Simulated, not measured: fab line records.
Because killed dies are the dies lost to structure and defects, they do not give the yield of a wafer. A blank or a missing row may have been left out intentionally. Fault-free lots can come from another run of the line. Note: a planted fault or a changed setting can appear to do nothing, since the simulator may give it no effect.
Struck lot and sound lot, side by side ; flow sfq-line ; 38 steps out of a route of 325
Sound: wafers L378.1, L378.4, L378.6. Struck: wafer L387.6. (L387.2, L387.3 of the same lot were not struck and are left out.) The cause comes at the end.
For every step that has rows: the tool of each side, followed by ch and its chambers, followed by its first start. Under that, the readings that differ: sound wafers ; struck wafers ; difference of the means ; sigmas: that difference in standard deviations of wafers without a fault.
alike: same words and numbers on both sides, and readings whose means sit less than 2 such deviations apart. not compared: any withheld reading, any reading some wafer has no value for, any bound like >300 that may hide the same value, and any number with overlapping values for which the record gives no deviation.
A row with sigmas, a row that says differs or no value, or rows on one side alone: a step with any of these is where the two part. Numbers that have no deviation but don't overlap get no sigmas and don't part them. A reading that every wafer of one side lacks parts them only if that side has two wafers or more.

first, 6 steps without rows for these wafers: SFQ_TRILAYER_M3_LITHO_COAT_080 (resist thk 62 nm); SFQ_TRILAYER_M3_LITHO_COAT_075 (resist thk 600 nm); SFQ_TRILAYER_M3_LITHO_SOFTBAKE_079; SFQ_TRILAYER_M3_LITHO_EXPOSE_076 (exposes mask M3, target cd 500 nm); SFQ_TRILAYER_M3_LITHO_PEB_078 (peb time 60 s); SFQ_TRILAYER_M3_LITHO_DEVELOP_077 (time 60 s).
SFQ_M3_OVL_MEAS_921:
  sound on overlay-01, day 38 08:22; struck on overlay-01, day 42 09:33
  alike: M3_OVL
SFQ_TRILAYER_M3_BARC_OPEN_METAL_ETCH_100: etches BARC in O2, target depth 125 nm, time 41.7 s.
  sound on rie-metal-02 ch 0,1, day 38 08:24; struck on rie-metal-04 ch 1, day 42 09:35
  alike: drypump-motor-current-A, he-backside-leak-sccm, oes-product-au
  not compared: rf-hours-counter-h
SFQ_TRILAYER_M3_ETCH_METAL_ETCH_078: etches Nb in Cl2/Ar, stops on SiO2, target depth 240 nm, time 120 s.
  sound on rie-metal-02 ch 0,1, day 38 08:28; struck on rie-metal-04 ch 1, day 42 09:38
  alike: drypump-motor-current-A, he-backside-leak-sccm, oes-product-au
  not compared: rf-hours-counter-h
SFQ_TRILAYER_M3_STRIP_STRIP_079: strips in O2.
  sound on rie-metal-02 ch 0,1, day 38 08:35; struck on rie-metal-04 ch 1, day 42 09:46
  alike: drypump-motor-current-A, he-backside-leak-sccm, oes-product-au
  not compared: rf-hours-counter-h
then, 2 steps without rows for these wafers: SFQ_TRILAYER_M3_STRIP_SOLV_CLEAN_080 (cleans in NMP, time 600 s); SFQ_TRILAYER_I3_DEP_PECVD_081 (deposits SiO2 from SiH4/N2O, time 111.11 s, target thk 500 nm).
SFQ_TRILAYER_I3_CMP_CMP_082: polishes SiO2.
  sound on cmp-01 ch 0,3, day 38 23:41; struck on cmp-02 ch 2, day 43 02:16
reading;sound;struck;difference;sigmas
motor-current-A (A);8.9 8.7 8.7;11.6;+2.8;+2
model.SiO2_of_TRILAYER_I3_DEP_PECVD_081.thk-nm (nm);200.3 200.5 200.1;220.6;+20.3;
  alike: retaining-ring-pressure-frac, time-to-endpoint-s
SFQ_I3_BOW_MEAS_922:
  sound on film-metro-02, day 39 02:41; struck on film-metro-02, day 43 03:47
reading;sound;struck;difference;sigmas
I3_BOW (um);-6 -17 -14;18;+30;+3
SFQ_TRILAYER_I3_METRO_MEASURE_083:
  sound on film-metro-02, day 39 02:48; struck on film-metro-02, day 43 04:05
reading;sound;struck;difference;sigmas
thk-nm (nm);200.5 200.7 200.3;220.7;+20.2;+23
then, 6 steps without rows for these wafers: SFQ_TRILAYER_I3_VIA_LITHO_COAT_090 (resist thk 62 nm); SFQ_TRILAYER_I3_VIA_LITHO_COAT_085 (resist thk 650 nm); SFQ_TRILAYER_I3_VIA_LITHO_SOFTBAKE_089; SFQ_TRILAYER_I3_VIA_LITHO_EXPOSE_086 (exposes mask I3, target cd 500 nm); SFQ_TRILAYER_I3_VIA_LITHO_PEB_088 (peb time 60 s); SFQ_TRILAYER_I3_VIA_LITHO_DEVELOP_087 (time 60 s).
-- the record jumps here: 5 days lie between the struck wafers' starts before and after --
SFQ_I3_OVL_MEAS_923:
  sound on overlay-02, day 44 17:13; struck on overlay-02, day 48 13:01
  alike: I3_OVL
then, 1 step without rows for these wafers: SFQ_TRILAYER_I3_VIA_BARC_OPEN_VIA_ETCH_121 (etches BARC in O2, target depth 125 nm, time 41.7 s).
SFQ_TRILAYER_I3_VIA_ETCH_VIA_ETCH_088: etches SiO2 in CHF3, stops on Nb, target depth 260 nm.
  sound on rie-diel-02 ch 0,1,2, day 44 17:17; struck on rie-diel-02 ch 1, day 48 13:05
reading;sound;struck;difference;sigmas
oes-product-au (a.u.);0.862 0.863 0.862;0.901;+0.039;+8
model.etch.depth-nm (nm);200.3 200.5 200.1;220.6;+20.3;
model.I3.feature-depth-nm (nm);200.3 200.5 200.1;220.6;+20.3;
  alike: drypump-motor-current-A
SFQ_TRILAYER_I3_VIA_STRIP_STRIP_089: strips in O2.
  sound on rie-metal-02 ch 0,1, day 44 17:24; struck on rie-metal-02 ch 0, day 48 13:12
  alike: drypump-motor-current-A, he-backside-leak-sccm, oes-product-au
  not compared: rf-hours-counter-h
then, 2 steps without rows for these wafers: SFQ_TRILAYER_I3_VIA_STRIP_SOLV_CLEAN_090 (cleans in NMP, time 600 s); SFQ_TRILAYER_M4_DEP_PRE_CLEAN_092 (time 22.5 s).
SFQ_TRILAYER_M4_DEP_SPUTTER_091: material Nb, target thk 200 nm, time 133.3 s.
  sound on pvd-sputter-04, day 44 18:13; struck on pvd-sputter-04, day 48 14:00
  alike: cathode-dc-power-W, throttle-valve-pct
SFQ_M4_RS_MEAS_924: the measuring method here is four-point-probe.
  sound on film-metro-03, day 44 18:19; struck on film-metro-02, day 48 14:07
  alike: M4_NB_RS
then, 6 steps without rows for these wafers: SFQ_TRILAYER_M4_LITHO_COAT_098 (resist thk 62 nm); SFQ_TRILAYER_M4_LITHO_COAT_093 (resist thk 600 nm); SFQ_TRILAYER_M4_LITHO_SOFTBAKE_097; SFQ_TRILAYER_M4_LITHO_EXPOSE_094 (exposes mask M4, target cd 500 nm); SFQ_TRILAYER_M4_LITHO_PEB_096 (peb time 60 s); SFQ_TRILAYER_M4_LITHO_DEVELOP_095 (time 60 s).
-- the record jumps here: 6 days lie between the struck wafers' starts before and after --
SFQ_M4_OVL_MEAS_926:
  sound on overlay-01, day 45 00:46; struck on overlay-01, day 54 05:44
  alike: M4_OVL
SFQ_TRILAYER_M4_BARC_OPEN_METAL_ETCH_123: etches BARC in O2, target depth 125 nm, time 41.7 s.
  sound on rie-metal-03 ch 0, day 45 00:48; struck on rie-metal-01 ch 1, day 54 05:46
reading;sound;struck;difference;sigmas
model.SiO2_of_TRILAYER_I3_DEP_PECVD_081.thk-nm (nm);192.8 193 192.6;213.1;+20.3;
  alike: drypump-motor-current-A, he-backside-leak-sccm, oes-product-au
  not compared: rf-hours-counter-h
then, 1 step without rows for these wafers: SFQ_TRILAYER_M4_ETCH_METAL_ETCH_096 (etches Nb in Cl2/Ar, stops on SiO2, target depth 240 nm, time 120 s).

## WHERE THEY PART
At SFQ_TRILAYER_I3_CMP_CMP_082 first; at SFQ_TRILAYER_I3_VIA_ETCH_VIA_ETCH_088 last (within this record only). Later steps at which nothing parts them and some readings are alike: SFQ_TRILAYER_I3_VIA_STRIP_STRIP_089, SFQ_TRILAYER_M4_DEP_SPUTTER_091, SFQ_M4_RS_MEAS_924, SFQ_M4_OVL_MEAS_926, SFQ_TRILAYER_M4_BARC_OPEN_METAL_ETCH_123.

WHY: what had been put in by the simulator
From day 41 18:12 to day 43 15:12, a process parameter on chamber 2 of cmp-02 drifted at SFQ_TRILAYER_I3_CMP_CMP_082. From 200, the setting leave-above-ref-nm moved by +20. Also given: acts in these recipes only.
